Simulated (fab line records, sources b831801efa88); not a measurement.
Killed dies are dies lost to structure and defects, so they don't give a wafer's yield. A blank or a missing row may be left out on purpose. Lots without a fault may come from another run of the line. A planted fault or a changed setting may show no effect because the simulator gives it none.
A struck lot beside a sound one | flow sky130 | 15 steps out of a route of 708
Sound: wafers L486.3, L486.4, L486.6. Struck: wafers L500.1, L500.2, L500.3. The cause comes at the end.
At each step with rows: each side's tool, then ch and its chambers, then its first start. Under that, the readings that differ: sound wafers | struck wafers | difference of the means | sigmas: that difference in standard deviations of wafers without a fault.
alike: readings whose means differ by less than 2 such deviations, and words and numbers that are the same on both sides. not compared: withheld readings, readings that some wafer has no value for, bounds like >300 that may hide the same value, and numbers for which the record gives no deviation and whose values overlap.
The two part at a step that has a row with sigmas, a row that says differs or no value, or rows on one side only. Numbers that don't overlap but have no deviation are shown without sigmas and don't part them. A reading that every wafer of one side lacks parts them only if that side has two wafers or more.

first, 6 steps without rows for these wafers: SKY_GATE_OXIDE_HMDS_04 (prime time 60 s); SKY_GATE_OXIDE_COAT_05 (resist thk 1140 nm); SKY_GATE_OXIDE_SOFTBAKE_06 (time 60 s); SKY_GATE_OXIDE_EXPOSE_07 (exposes mask LVOM, target cd 600 nm); SKY_GATE_OXIDE_PEB_08; SKY_GATE_OXIDE_DEVELOP_09 (develop time 60 s).
SKY_GATE_OXIDE_OVL_MEAS_10:
  sound on overlay-02, day 14 03:20; struck on overlay-01, day 19 09:01
  alike: GATE_OXIDE_OVL
then, 2 steps without rows for these wafers: SKY_GATE_OXIDE_IMPLANT_11; SKY_GATE_OXIDE_WET_ETCH_12 (etches SiO2 in dHF, target depth 16.8 nm, time 336 s).
SKY_GATE_OXIDE_STRIP_13: strips in O2/N2.
  sound on plasma_asher-03 ch 0,1, day 14 03:38; struck on plasma_asher-03 ch 0,1, day 19 09:19
  alike: chamber_pressure_mTorr, drypump_motor_current_A, o2_flow_sccm, oes_product_au, strip_time_to_endpoint_s
  not compared: rf_hours_counter_h
SKY_GATE_OXIDE_TW_MEAS_14:
  sound on film_metro-03, day 14 03:44; struck on film_metro-03, day 19 09:25
  alike: GATE_OXIDE_TW
then, 1 step without rows for these wafers: SKY_GATE_OXIDE_CLEAN_15 (cleans in SC1/SC2, time 150 s).
SKY_GATE_OXIDE_OXIDATION_16: stabilise 600 s, purge 300 s, target thk 3.57 nm.
  sound on furnace-02 ch 0, day 14 06:59; struck on furnace-02 ch 0, day 19 09:32
  reading                | sound                | struck               | difference | sigmas
  spike_tc_bottom_C (C)  | 817.8 816.3 816.4    | 822.1 822.1 823.0    | +5.6       | +4
  spike_tc_centre_C (C)  | 800.2 802.2 800.2    | 804.2 806.1 806.5    | +4.7       | +5
  spike_tc_lower_C (C)   | 803.0 802.3 801.7    | 805.2 804.6 805.4    | +2.7       | +3
  spike_tc_top_C (C)     | 813.4 813.2 813.5    | 816.2 816.1 817.9    | +3.4       | +3
  spike_tc_upper_C (C)   | 802.9 799.9 801.2    | 804.8 803.9 803.4    | +2.7       | +3
  tube_center_temp_C (C) | 800.02 800.11 799.99 | 805.02 804.89 804.93 | +4.91      | +69
  tube_center_temp_C_max | 801.87 801.86 802.79 | 807.58 807.15 806.56 | +4.92      | +17
  alike: zone_power_bottom_pct
then, 1 step without rows for these wafers: SKY_POLY_GATE_CVD_00 (deposits poly-Si, target thk 180 nm, time 720 s).
-- the record jumps here: 30 days lie between the struck wafers' starts before and after (it left off in module POLY_GATE and takes up again in module PAD_OPEN, whose first step shown is number 708 of the route) --
SKY_PAD_OPEN_PROBE_99:
  sound on prober-01, day 46 03:02; struck on prober-01, day 49 14:52
  reading                                     | sound                | struck               | difference | sigmas
  model.etest.cap_thin_oxide.gate_log10_a_cm2 | -6.598 -6.531 -6.912 | -7.381 -7.437 -7.534 | -0.770     |
  model.etest.cap_thin_oxide.tox_acc_nm (nm)  | 4.176 4.157 4.286    | 4.373 4.384 4.444    | +0.194     |
  model.etest.pfet_01v8.tox_inv_nm (nm)       | 4.265 4.234 4.39     | 4.434 4.451 4.506    | +0.167     |
  model.etest.nfet_01v8.tox_inv_nm (nm)       | 4.193 4.191 4.289    | 4.371 4.397 4.468    | +0.188     |
  alike: killed_at_M0_to_M3, killed_at_M4_up, killed_at_contacts, killed_at_front_end, killed_at_other, killed_dies, killed_open, killed_short

WHERE THEY PART
Only at SKY_GATE_OXIDE_OXIDATION_16, within this record. Later steps at which nothing parts them and some readings are alike: SKY_PAD_OPEN_PROBE_99.

WHY: what the simulator had put in
Process parameter drift: furnace-02, from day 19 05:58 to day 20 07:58, at SKY_GATE_OXIDE_OXIDATION_16. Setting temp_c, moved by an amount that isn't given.
